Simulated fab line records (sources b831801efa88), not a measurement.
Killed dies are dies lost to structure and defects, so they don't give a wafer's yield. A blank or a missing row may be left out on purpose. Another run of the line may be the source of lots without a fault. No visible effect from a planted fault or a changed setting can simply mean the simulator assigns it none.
Split-lot trial -- flow sfqLine -- on a route of 325 steps: 5 lots, 23 wafers read

== THE SPLIT ==
At SFQ_TRILAYER_M8_LITHO_COAT_193 (resist thk 600 nm), the setting resistThkNm was moved away from the recipe's 600 nm on 8 of the 23 wafers read, by -4.7% to +5.5%. This setting was run at the recipe's value on the other wafers.

The reading comes from the split's own step.

== THE READING ==
KrF_of_TRILAYER_M8_LITHO_COAT_193.thkNm (the simulator's own value, which no gauge read), in nm, at SFQ_TRILAYER_M8_LITHO_COAT_193 (resist thk 600 nm). The file gives no usual value for it. Across the 15 wafers here that went through the recipe, the average is 599.6 nm and the standard deviation 1.1 nm.

wafer,"tool, chamber at the split","resistThkNm as run, nm",against the recipe,"KrF_of_TRILAYER_M8_LITHO_COAT_193.thkNm, nm",against lot-mates on the recipe
L074.1,"lithoTrack-03, 0",600,recipe,599.2,-
L074.2,"lithoTrack-03, 0",600,recipe,599.5,-
L074.3,"lithoTrack-03, 0",571.5,-4.7%,570.6,-28.8
L074.5,"lithoTrack-03, 0",571.5,-4.7%,570.6,-28.8
L074.4,"lithoTrack-03, 0",571.5,-4.7%,571.4,-28.0
L077.1,"lithoTrack-02, 0",600,recipe,596.4,-
L077.2,"lithoTrack-02, 0",600,recipe,598.6,-
L077.3,"lithoTrack-02, 0",632.9,+5.5%,629.3,+31.8
L077.4,"lithoTrack-02, 0",632.9,+5.5%,630.1,+32.6
L077.5,"lithoTrack-02, 0",632.9,+5.5%,630,+32.5
L078.2,"lithoTrack-01, 0",600,recipe,599.2,-
L078.3,"lithoTrack-01, 0",600,recipe,600.6,-
L078.5,"lithoTrack-01, 0",600,recipe,600.6,-
L078.4,"lithoTrack-01, 0",600,recipe,600.2,-
L078.6,"lithoTrack-01, 0",600,recipe,599.5,-
L079.1,"lithoTrack-02, 0",600,recipe,600.1,-
L079.2,"lithoTrack-02, 0",583.6,-2.7%,583.4,-16.0
L079.3,"lithoTrack-02, 0",583.6,-2.7%,583.9,-15.5
L079.5,"lithoTrack-02, 0",600,recipe,599.1,-
L079.6,"lithoTrack-02, 0",600,recipe,599,-
L081.1,"lithoTrack-03, 0",600,recipe,601.3,-
L081.4,"lithoTrack-03, 0",600,recipe,600.4,-
L081.6,"lithoTrack-03, 0",600,recipe,600,-

FIT RESULTS
A straight line over all 23 wafers: KrF_of_TRILAYER_M8_LITHO_COAT_193.thkNm changes by +5.74 nm for each +1% of resistThkNm; r = +1.00; the points scatter about the line by 1.1 nm.
The same after taking each lot's own level away (the mean of its wafers on the recipe; 23 wafers): +5.92 nm for each +1%; r = +1.00; scatter 0.6 nm.
That fit puts the effect of the largest move of resistThkNm on the reading at 32 nm.
Across the lots, their own levels run from 597.50 to 600.57 nm, a range of 2.8 times the standard deviation given above.
Consequently the slope shifts little with the lot-to-lot level, the two slopes agreeing.
Check: +32.6 nm against its lot-mates is what the line predicts for one of the wafers moved furthest among these (+5.5%) when that wafer is left out of the fit. It came out at +31.8 nm against them.

== THE OTHER SPLITS THESE WAFERS WENT THROUGH ==
Other splits were also applied to these wafers ahead of the reading. Each is held against what the fit with the lots' levels taken away leaves over:
other split on the same wafers,wafers away from the commonest value,r with KrF_of_TRILAYER_M8_LITHO_COAT_193.thkNm (lot level and that fit taken away)
SFQ_TRILAYER_R5_BARC_OPEN_METAL_ETCH_177 timeS,11,-0.10
SFQ_TRILAYER_I5_LITHO_COAT_144 resistThkNm,10,-0.20
SFQ_TRILAYER_C5_LITHO_PEB_154 pebTempC,11,-0.01
SFQ_TRILAYER_I6_CMP_CMP_166 leaveAboveRefNm,10,+0.44
SFQ_TRILAYER_I6_VIA_BARC_OPEN_VIA_ETCH_235 biasW,10,-0.24
SFQ_TRILAYER_M7_LITHO_COAT_182 spinRpm,10,-0.14
SFQ_TRILAYER_I7_DEP_PECVD_183 timeS,12,+0.24
SFQ_TRILAYER_I7_VIA_LITHO_PEB_190 pebTempC,11,-0.05

== FILE'S OWN FIT ==
KrF_of_TRILAYER_M8_LITHO_COAT_193.thkNm changes by +5.92 nm for each +1% of resistThkNm, r = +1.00.
